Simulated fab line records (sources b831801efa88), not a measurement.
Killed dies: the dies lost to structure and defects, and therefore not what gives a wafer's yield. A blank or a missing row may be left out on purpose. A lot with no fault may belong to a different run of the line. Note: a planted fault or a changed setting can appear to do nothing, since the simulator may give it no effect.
Code-filled problem report in 8D (eight disciplines) form    flow sky130    the parts of the form that need people (team, actions taken, sign-off) are left out

## 1. WHAT WENT WRONG
Across 4 wafers from 2 lots, VIA3_W_RS at SKY_VIA3_RS_MEAS_22 averages 0.376 ohm/sq, while fault-free wafers read 0.296 ohm/sq with a standard deviation of 0.0033. Measured from the usual mean, that is +24 standard deviations.
The step: measures by four-point-probe.
First observed at day 42 04:14: wafer L405.3, on film metro-03. Wafers with a number at this step in the record: 33, from 11 lots. The rule behind "out" and "out of limits": a value lying over 4 standard deviations away from the usual mean. The rest of the wafers with a number are treated as sound.

## 2. WHAT IT IS; WHAT IT IS NOT
question                     is                              is not
which readings at this step  VIA3_W_RS                       -
which lots                   L405, L406                      L397, L399, L401, L402, L403, L404, L410, L418, L419
which wafers of those lots   L405.3, L405.5, L406.3, L406.5  L405.2, L406.1
read on which gauges         film metro-01, film metro-03    film metro-04
when                         from day 42 04:14               up to then (19 sound wafers); but 10 sound wafers of L406, L410, L418, L419 came after

## 3. WHAT RULES OUT EACH SUSPECT
Counting: a tool at a process step up to the reading stays a suspect if it ran every lot that is out. Sound lots after the first of them don't rule it out here, since some wafers of a struck lot are sound.
- the gauge at SKY_VIA3_RS_MEAS_22: ruled out. Those wafers that are out were read across 2 gauges (film metro-01, film metro-03).
- cvd w-02 at SKY_VIA3_CVD_21 (deposits W, target thk 390 nm, time 117.31 s): kept. Ran every lot that is out, first one L405 (day 42 04:05); last sound lot up to then L401 (day 41 11:27). Out on those wafers are its own readings of chamber pressure Torr.
- At SKY_VIA3_CVD_21 on cvd w-02, chamber 0 took the sound wafers of the same lots and chamber 1 took the wafers that are out.
Remaining after the count: cvd w-02 at SKY_VIA3_CVD_21.

## 4. THE CAUSE (what the simulator had put in)
cvd w-02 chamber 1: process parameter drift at SKY_VIA3_CVD_21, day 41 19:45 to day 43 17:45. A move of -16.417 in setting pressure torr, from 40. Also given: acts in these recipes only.
Only this tool survived the counting.

## 5. THE EFFECT CHAIN, in route order
Each row: a reading whose mean over the struck wafers that have a number lies more than 3 standard deviations from the usual. Only readings whose record carries a usual standard deviation are examined. hours: median over the lots of the time between each lot's start at the first step of this table that gives one and its start at this step. sigmas: the change, counted in usual standard deviations.
hours  step                  reading                usual         on struck wafers  change  sigmas
0      SKY_VIA3_CVD_21       chamber pressure Torr  40.02 Torr    23.59             -16.43  -99 or more
0      SKY_VIA3_RS_MEAS_22   VIA3_W_RS              0.296 ohm/sq  0.376             +0.080  +24
0      SKY_VIA3_THK_MEAS_23  VIA3_W_THK             387 nm        303               -84     -18
0      SKY_VIA3_CMP_24       time to endpoint s     96 s          74                -22     -6.0
The process steps in it:
- SKY_VIA3_CVD_21: deposits W, target thk 390 nm, time 117.31 s.
- SKY_VIA3_CMP_24: polishes, stops on SiO2, t overpolish 20 s, target thk 0 nm.
At these later measuring or inspecting steps, every struck wafer for which the step has a row has a number for every such reading, and none has moved that far: SKY_CAP2M_THK_MEAS_01.

## 6. WHAT WOULD HAVE CAUGHT IT SOONER
In this record the first reading out of limits at a measuring or inspecting step was taken at day 42 04:14, 8 hours after the fault began at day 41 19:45.
At SKY_VIA3_CVD_21, the tool's own readings (chamber pressure Torr) were out on each struck wafer the step has a row for, so an alarm limit on them would have fired on the first such wafer.
Lots out: 2; of these, L406 started SKY_VIA3_CVD_21 on cvd w-02 after day 42 04:14. Had the tool been put on hold then, it would have been spared.
